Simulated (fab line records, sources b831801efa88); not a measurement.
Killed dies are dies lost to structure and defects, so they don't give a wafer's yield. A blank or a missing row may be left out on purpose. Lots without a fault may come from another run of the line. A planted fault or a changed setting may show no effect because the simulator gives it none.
fab line records | flow sky130
record lots=12 wafers=36 last_day=50
route steps=708 shown POLY_CUT@315 SD_P@330 PAD_OPEN@708
lots that met no fault: from a run of the same line without faults
start_h: hours from the record's first day to the start of the lot's first wafer shown | wait_h: hours since the lot's step before | " the same as in the row above | L1.1+2: a row that stands for several wafers | - no value, or no start given | * or withheld: withheld | < > ~ a bound
route shown NAME@n: a module of which the file shows steps, and the number in the route of the first | usual: mean/standard deviation of fault-free wafers | same: alike in all rows | chamber/n: place in a boat | sites: the reading at each site | _std_site: their standard deviation | _edge_site: outer sites' mean less inner sites' | radius_mm: how far each site lies from the wafer's centre | mask NAME#n: copy n | behind: the tool/chamber that last shaped the wafer | hold: why the lot was held/for how many hours/how that ended | device: the transistor (n, p or np) that didn't switch | end of line: the same wafers' tests at the end of the route | a step without rows: its recipe alone | killed: dies lost to structure and defects at the first sort, not the wafer's yield | map: a wafer's dies, x killed, . not, _ none there
set.NAME: the setting as run; set.NAME@STEP: as run at that earlier step | model.NAME: the simulator's own value behind a step, which no gauge read
steps of the route over a sample of lots; a table a step, a row a wafer
services: from which hour (start_h, from the record's first day; less than 0 if before it) a tool's chamber was out of use, for how many hours, and why
## steps
# step SKY_POLY_CUT_CD_MEAS_08
# recipe target_cd_nm=270
# usual cd_nm=270.1/1.4
# columns lot.wafer tool chamber start_h wait_h cd_nm
L593.1 cd_sem-01 - 559.76 - 270.1
L593.4 " - " " 270.9
L593.5 " - " " 270.0
L594.2 cd_sem-01 - 579.91 - 268.2
L594.5 " - " " 268.7
L594.6 " - " " 267.8
L595.1 cd_sem-01 - 585.84 - 270.4
L595.2 " - " " 270.8
L595.3 " - " " 271.5
L597.1 cd_sem-02 - 599.94 - 268.6
L597.3 " - " " 267.7
L597.6 " - " " 269.3
L600.3 cd_sem-01 - 631.23 - 269.4
L600.4 " - " " 269.3
L600.5 " - " " 268.3
L609.1 cd_sem-02 - 696.99 - 269.1
L609.2 " - " " 269.4
L609.4 " - " " 271.1
L610.1 cd_sem-02 - 707.26 - 272.1
L610.4 " - " " 272.6
L610.6 " - " " 271.5
L611.2 cd_sem-01 - 712.57 - 270.9
L611.3 " - " " 271.2
L611.6 " - " " 270.5
L612.1 cd_sem-01 - 721.80 - 270.3
L612.2 " - " " 268.8
L612.3 " - " " 270.4
L613.1 cd_sem-01 - 727.11 - 270.5
L613.4 " - " " 269.3
L613.5 " - " " 269.8
L614.2 cd_sem-02 - 736.96 - 269.4
L614.3 " - " " 269.8
L614.4 " - " " 268.2
L615.1 cd_sem-01 - 739.50 - 269.3
L615.3 " - " " 270.8
L615.4 " - " " 270.0
# step SKY_POLY_CUT_OVL_MEAS_09
# usual POLY_CUT_OVL=0/5.6
# columns lot.wafer tool chamber start_h wait_h POLY_CUT_OVL[nm]
L593.1 overlay-01 - 559.88 0.1 -14
L593.4 " - " " -6
L593.5 " - " " -9
L594.2 overlay-01 - 580.02 0.1 4
L594.5 " - " " 5
L594.6 " - " " 4
L595.1 overlay-02 - 585.96 0.1 -3
L595.2 " - " " 2
L595.3 " - " " 1
L597.1 overlay-01 - 600.06 0.1 0
L597.3 " - " " -4
L597.6 " - " " -6
L600.3 overlay-02 - 631.33 0.1 -4
L600.4 " - " " 3
L600.5 " - " " 5
L609.1 overlay-01 - 697.11 0.1 1
L609.2 " - " " 4
L609.4 " - " " 7
L610.1 overlay-01 - 707.38 0.1 4
L610.4 " - " " 5
L610.6 " - " " 8
L611.2 overlay-01 - 712.68 0.1 -4
L611.3 " - " " -2
L611.6 " - " " -2
L612.1 overlay-01 - 721.92 0.1 -7
L612.2 " - " " 2
L612.3 " - " " 3
L613.1 overlay-01 - 727.23 0.1 -5
L613.4 " - " " -2
L613.5 " - " " 0
L614.2 overlay-02 - 737.07 0.1 -7
L614.3 " - " " -4
L614.4 " - " " -7
L615.1 overlay-01 - 739.62 0.1 5
L615.3 " - " " 1
L615.4 " - " " -1
# step SKY_POLY_CUT_ETCH_10
# recipe chemistry=N2/H2 target=BARC ion_energy_ev=200 source_w=500 bias_w=100 pressure_mtorr=30 n2_flow_sccm=100 h2_flow_sccm=200 stop_on=SiO2 time_s=45.9 target_depth_a=600
# usual bias_w=100.01/0.3 drypump_motor_current_A=5.5/0.46 oes_product_au=0.853/0.0048 rf_fwd_power_W=495.1/2.5 throttle_valve_pct=13.224/0.0086
# columns lot.wafer tool chamber start_h wait_h bias_w drypump_motor_current_A oes_product_au rf_fwd_power_W rf_hours_counter_h throttle_valve_pct
L593.1 rie_diel-04 2 559.92 0.0 99.91 5.4 0.855 499.1 1 13.226
L593.4 " 1 " " 99.48 4.8 0.857 496.1 6 13.218
L593.5 " 1 " " 99.97 4.8 0.853 497.7 - 13.213
L594.2 rie_diel-02 0 580.05 0.0 100.49 5.5 0.852 495.4 0 13.235
L594.5 " 3 " " 100.19 5.6 0.851 493.9 - 13.232
L594.6 " 0 " " 100.19 5.5 0.856 494.9 - 13.219
L595.1 rie_diel-04 0 586.00 0.0 100.06 5.1 0.851 492.2 10 13.219
L595.2 " 1 " " 99.55 4.8 0.850 497.1 7 13.212
L595.3 " 3 " " 100.17 6.2 0.855 491.5 6 13.227
L597.1 rie_diel-04 2 600.10 0.0 111.48 5.4 0.851 498.3 2 13.222
L597.3 " 1 " " 100.08 4.8 0.856 494.2 7 13.228
L597.6 " 2 " " 111.67 5.4 0.847 496.5 - 13.241
L600.3 rie_diel-04 1 631.35 0.0 99.94 4.8 0.851 498.7 8 13.221
L600.4 " 2 " " 111.04 5.4 0.857 493.8 3 13.220
L600.5 " 2 " " 110.92 5.4 0.855 497.9 - 13.213
L609.1 rie_diel-01 3 697.15 0.0 99.88 5.1 0.851 498.1 1 13.220
L609.2 " 1 " " 100.00 5.9 0.853 493.4 1 13.225
L609.4 " 0 " " 100.04 5.5 0.853 493.2 2 13.221
L610.1 rie_diel-04 2 707.42 0.0 99.79 5.4 0.854 493.9 5 13.238
L610.4 " 0 " " 100.22 5.2 0.848 490.8 13 13.245
L610.6 " 0 " " 100.10 5.1 0.856 490.8 - 13.214
L611.2 rie_diel-04 3 712.71 0.0 99.81 6.2 0.852 489.8 10 13.214
L611.3 " 0 " " 100.25 5.1 0.856 488.5 13 13.219
L611.6 " 0 " " 99.27 5.1 0.855 491.2 - 13.234
L612.1 rie_diel-02 3 721.96 0.0 100.50 5.7 0.857 496.5 7 13.218
L612.2 " 0 " " 99.88 5.6 0.847 496.6 3 13.220
L612.3 " 2 " " 100.61 6.2 0.845 494.6 33 13.218
L613.1 rie_diel-01 0 727.27 0.0 99.20 5.5 0.849 498.6 2 13.231
L613.4 " 2 " " 99.94 5.1 0.852 493.8 12 13.229
L613.5 " 0 " " 100.06 5.5 0.854 498.8 - 13.214
L614.2 rie_diel-04 3 737.10 0.0 99.92 6.2 0.861 492.0 10 13.212
L614.3 " 2 " " 99.87 5.4 0.852 496.1 5 13.212
L614.4 " 0 " " 100.01 5.1 0.852 494.9 14 13.217
L615.1 rie_diel-04 1 739.66 0.0 99.98 4.8 0.850 495.5 11 13.227
L615.3 " 3 " " 100.43 6.2 0.864 495.9 10 13.235
L615.4 " 0 " " 100.57 5.1 0.860 492.8 14 13.225
# step SKY_SD_P_STRIP_10
# recipe chemistry=O2/N2 power_w=1400 pressure_mtorr=1500 platen_temp_c=withheld o2_flow_sccm=3000 n2_flow_sccm=300 overash_fraction=0.5
# usual drypump_motor_current_A=5.4/0.5 oes_product_au=0.618/0.0049 strip_time_to_endpoint_s=17.45/0.037
# columns lot.wafer tool chamber start_h wait_h drypump_motor_current_A oes_product_au rf_hours_counter_h strip_time_to_endpoint_s
L593.1 plasma_asher-03 1 589.95 0.1 4.7 0.608 47 17.47
L593.4 " 1 " " 4.7 0.626 - 17.46
L593.5 " 0 " " 5.8 0.618 - 17.46
L594.2 plasma_asher-01 1 608.88 0.1 5.5 0.620 17 17.40
L594.5 " 0 " " 4.9 0.628 - 17.43
L594.6 " 1 " " 5.5 0.619 - 17.43
L595.1 plasma_asher-02 1 615.62 0.1 5.8 0.618 95 17.42
L595.2 " 0 " " 6.2 0.617 95 17.45
L595.3 " 0 " " 6.2 0.622 - 17.41
L597.1 plasma_asher-01 1 629.42 0.1 5.5 0.617 19 17.43
L597.3 " 0 " " 5.0 0.612 - 17.41
L597.6 " 0 " " 5.0 0.615 - 17.42
L600.3 plasma_asher-01 1 659.45 0.1 5.5 0.628 - 17.46
L600.4 " 0 " " 4.9 0.618 - 17.45
L600.5 " 1 " " 5.5 0.619 - 17.48
L609.1 plasma_asher-01 0 724.25 0.1 4.9 0.621 30 17.43
L609.2 " 1 " " 5.5 0.616 30 17.44
L609.4 " 0 " " 5.0 0.630 - 17.43
L610.1 plasma_asher-01 0 734.77 0.1 4.9 0.624 31 17.44
L610.4 " 0 " " 5.0 0.616 - 17.43
L610.6 " 1 " " 5.5 0.615 - 17.45
L611.2 plasma_asher-01 0 740.77 0.1 5.0 0.615 31 17.47
L611.3 " 0 " " 4.9 0.619 - 17.50
L611.6 " 1 " " 5.5 0.618 - 17.55
L612.1 plasma_asher-01 0 749.82 0.1 5.0 0.625 32 17.45
L612.2 " 1 " " 5.5 0.625 32 17.43
L612.3 " 1 " " 5.5 0.614 - 17.46
L613.1 plasma_asher-02 0 754.52 0.1 6.2 0.614 1 17.43
L613.4 " 0 " " 6.2 0.612 - 17.42
L613.5 " 1 " " 5.8 0.617 - 17.42
L614.2 plasma_asher-01 0 764.10 0.1 4.9 0.618 34 17.53
L614.3 " 1 " " 5.5 0.619 - 17.49
L614.4 " 0 " " 4.9 0.624 - 17.43
L615.1 plasma_asher-03 0 765.97 0.1 5.7 0.624 64 17.39
L615.3 " 0 " " 5.7 0.617 - 17.37
L615.4 " 1 " " 4.6 0.619 - 17.37
# step SKY_PAD_OPEN_PROBE_99
# usual killed_at_M0_to_M3=43/6.9 killed_at_M4_up=3.2/2 killed_at_contacts=25/5.1 killed_at_front_end=15/4.5 killed_at_other=0.2/0.51 killed_dies=85/9.5 killed_open=48/6.9 killed_short=38/6.7
# same gross_dies=492 killed_at_back_side=0
# columns lot.wafer tool chamber start_h wait_h killed_at_M0_to_M3 killed_at_M4_up killed_at_contacts killed_at_front_end killed_at_other killed_dies killed_open killed_short
L593.1 prober-01 - 1075.93 0.1 51 4 25 13 0 93 57 36
L593.4 prober-01 - 1076.08 0.2 44 5 26 15 0 90 47 43
L593.5 prober-01 - 1076.13 0.2 58 3 20 14 0 95 57 38
L597.1 prober-01 - 1101.39 0.1 45 3 28 12 0 88 63 25
L597.3 prober-01 - 1101.49 0.2 37 4 26 17 0 84 55 29
L597.6 prober-01 - 1101.64 0.2 38 1 29 21 0 89 50 39
L600.3 prober-02 - 1124.15 0.2 39 1 15 18 0 73 43 30
L600.4 prober-02 - 1124.20 0.2 44 3 24 14 0 85 46 39
L600.5 prober-02 - 1124.25 0.2 51 3 25 15 0 94 58 36
L609.1 prober-01 - 1166.97 0.1 44 5 25 15 0 89 41 48
L609.2 prober-01 - 1167.02 0.1 39 2 28 19 2 90 54 36
L609.4 prober-01 - 1167.12 0.2 48 4 20 11 0 83 52 31
# killed by level:class
L593.1 VIA1:geometric_particle:open=12 CONTACT:geometric_particle:open=12 VIA2:geometric_particle:open=9 VIA1:geometric_particle:short=8 METAL2:geometric_particle:short=6 LI_CONTACT:geometric_particle:open=6 METAL1:geometric_particle:short=6 POLY_GATE:geometric_particle:open=4
L593.4 VIA1:geometric_particle:open=10 VIA3:geometric_particle:open=9 CONTACT:geometric_particle:open=7 CONTACT:geometric_particle:short=6 VIA3:geometric_particle:short=6 VIA1:geometric_particle:short=5 VIA2:geometric_particle:open=5 POLY_GATE:geometric_particle:open=4
L593.5 VIA1:geometric_particle:open=14 VIA3:geometric_particle:open=13 VIA2:geometric_particle:open=9 CONTACT:geometric_particle:open=7 POLY_GATE:geometric_particle:short=6 LI_CONTACT:geometric_particle:open=5 METAL1:geometric_particle:short=5 CONTACT:geometric_particle:short=4
L597.1 VIA1:geometric_particle:open=17 LI_CONTACT:geometric_particle:open=10 CONTACT:geometric_particle:open=10 VIA2:geometric_particle:open=9 VIA3:geometric_particle:open=7 POLY_GATE:geometric_particle:short=4 LOCAL_INTERCONNECT:geometric_particle:short=4 VIA1:geometric_particle:short=4
L597.3 CONTACT:geometric_particle:open=10 VIA1:geometric_particle:open=10 VIA2:geometric_particle:open=10 POLY_GATE:geometric_particle:short=6 LI_CONTACT:geometric_particle:open=6 VIA3:geometric_particle:open=6 METAL1:geometric_particle:short=5 FIELD_ISO:geometric_particle:open=4
L597.6 CONTACT:geometric_particle:open=12 VIA1:geometric_particle:open=9 LI_CONTACT:geometric_particle:open=7 FIELD_ISO:geometric_particle:short=5 POLY_GATE:geometric_particle:open=5 LOCAL_INTERCONNECT:geometric_particle:short=5 VIA1:geometric_particle:short=5 METAL1:geometric_particle:short=4
L600.3 VIA1:geometric_particle:open=11 FIELD_ISO:geometric_particle:open=9 METAL1:geometric_particle:short=7 CONTACT:geometric_particle:open=6 VIA3:geometric_particle:open=5 FIELD_ISO:geometric_particle:short=4 CONTACT:geometric_particle:short=4 VIA1:geometric_particle:short=4
L600.4 VIA1:geometric_particle:open=13 VIA2:geometric_particle:open=8 CONTACT:geometric_particle:open=7 POLY_GATE:geometric_particle:open=5 LI_CONTACT:geometric_particle:open=5 METAL2:geometric_particle:short=5 LOCAL_INTERCONNECT:geometric_particle:short=5 CONTACT:geometric_particle:short=4
L600.5 VIA1:geometric_particle:open=12 VIA3:geometric_particle:open=10 LI_CONTACT:geometric_particle:open=8 VIA2:geometric_particle:open=7 CONTACT:geometric_particle:open=6 CONTACT:geometric_particle:short=5 METAL2:geometric_particle:short=5 METAL1:geometric_particle:short=5
L609.1 VIA1:geometric_particle:open=11 VIA1:geometric_particle:short=10 CONTACT:geometric_particle:short=7 CONTACT:geometric_particle:open=7 METAL2:geometric_particle:short=6 LI_CONTACT:geometric_particle:short=4 LI_CONTACT:geometric_particle:open=4 VIA2:geometric_particle:open=4
L609.2 CONTACT:geometric_particle:open=14 VIA1:geometric_particle:open=12 METAL1:geometric_particle:short=8 VIA2:geometric_particle:open=7 FIELD_ISO:geometric_particle:short=6 LI_CONTACT:geometric_particle:open=6 POLY_GATE:geometric_particle:short=4 CONTACT:geometric_particle:short=4
L609.4 VIA1:geometric_particle:open=19 CONTACT:geometric_particle:open=9 VIA2:geometric_particle:open=5 VIA3:geometric_particle:open=4 POLY_GATE:geometric_particle:open=4 LI_CONTACT:geometric_particle:open=4 LOCAL_INTERCONNECT:geometric_particle:short=4 METAL1:geometric_particle:short=4
## services
# columns tool chamber start_h hours kind
rie_diel-01 - 539.37 0.3 repair
rie_diel-01 0 554.04 - clean
rie_diel-01 0 554.04 25.4 scheduled_down
rie_diel-01 0 554.04 25.4 vent_cycle
rie_diel-02 0 559.84 - clean
rie_diel-02 0 559.84 14.1 scheduled_down
rie_diel-02 0 559.84 14.1 vent_cycle
rie_diel-04 2 583.88 6.3 repair
rie_diel-02 - 602.89 5.8 repair
rie_diel-04 1 609.03 9.3 repair
rie_diel-01 1 625.02 - clean
rie_diel-01 1 625.02 17.7 scheduled_down
rie_diel-02 0 636.22 23.4 repair
plasma_asher-03 - 647.33 4.4 repair
plasma_asher-03 - 660.19 2.8 pm
rie_diel-01 0 661.03 1.6 repair
rie_diel-04 1 670.63 4.6 repair
plasma_asher-02 - 680.79 1.9 repair
rie_diel-02 2 692.99 10.2 repair
rie_diel-02 1 699.62 11.1 repair
rie_diel-04 2 726.20 6.3 repair
rie_diel-02 0 731.79 2.4 repair
plasma_asher-02 - 733.75 9.0 pm
rie_diel-04 2 761.29 6.1 repair
## key
first_sign step=SKY_POLY_CUT_ETCH_10 reading=bias_w direction=up sigmas=38 usual=100.01 struck=111.28
effect none on later readings
met_at SKY_POLY_CUT_ETCH_10
struck_lots L597,L600
struck_wafers L597.1,L597.6,L600.4,L600.5
tester_left_out L597,L600
not_acting_at SKY_POLY_CUT_CD_MEAS_08,SKY_POLY_CUT_OVL_MEAS_09,SKY_SD_P_STRIP_10
onset_between 559.92 600.10
fault kind=process_parameter_drift tool=rie_diel-04 chamber=2 onset_h=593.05 steps=SKY_POLY_CUT_ETCH_10 channel=bias_w offset=11.191 shape=step end_h=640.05 acts_in=these_recipes_only stated=100
# tester_left_out: of these lots the tester's yield and bins aren't shown, on N5 and GAA mostly nor the transistor test; their killed dies are dies lost to structure and defects alone, not to doping, threshold or leakage, so they don't give the yield
